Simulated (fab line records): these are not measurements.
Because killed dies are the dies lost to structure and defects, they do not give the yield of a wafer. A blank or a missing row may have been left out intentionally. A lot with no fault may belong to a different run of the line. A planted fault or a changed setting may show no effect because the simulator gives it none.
What tool caused it? ; flow sky130 ; 18 wafers from 6 lots sampled at 2 of the route's 708 steps

== WHAT THE GAUGES SHOWED, per wafer ==
SKY_SD_N_OVL_MEAS_08.
lot;measured;on;SD_N_OVL (nm)
L527;day 28 03:39;overlay-02;-0.4 -2.6 -2.0
L529;day 28 23:28;overlay-02;0.6 1.7 0.9
L535;day 31 14:16;overlay-02;2.6 1.9 1.1
L539;day 32 15:31;overlay-01;3.1 3.2 1.1
L542;day 33 09:00;overlay-02;0.9 -0.9 0.2
L548;day 35 09:07;overlay-02;0.1 -0.2 0.1

== WHICH TOOL RAN EACH LOT (tool, then ch and the chambers of the sampled wafers, then the start) ==
lot;SKY_SD_N_EXPOSE_04
L527;ilineStepper-02 ch 0, day 27 13:04
L529;ilineStepper-01 ch 0, day 28 09:32
L535;ilineStepper-01 ch 0, day 31 00:19
L539;ilineStepper-01 ch 0, day 32 01:12
L542;ilineStepper-01 ch 0, day 32 20:43
L548;ilineStepper-01 ch 0, day 34 19:31
- SKY_SD_N_EXPOSE_04: exposes mask NSDM, target cd 380 nm.

== THE ANSWER, worked out from the rows above alone ==
Rule: the lots themselves supply what counts as usual. Put in order of their means at a reading, lots are off if they are a third of the lots or fewer, leave a main group of 4 or more, and stand apart from it by a gap of 3 or more times the standard deviation of the main group's means; of several such gaps the widest counts. A main group whose means are all the same, to the digits that the tables above print for the reading, isn't used. A lot without any number at a reading at which 4 lots or more have one is off too. All remaining lots with rows at the step are treated as sound.
Across all readings shown, no lot is off: no conclusion can be drawn from this.

== WHAT THE SIMULATOR HAD INSERTED ==
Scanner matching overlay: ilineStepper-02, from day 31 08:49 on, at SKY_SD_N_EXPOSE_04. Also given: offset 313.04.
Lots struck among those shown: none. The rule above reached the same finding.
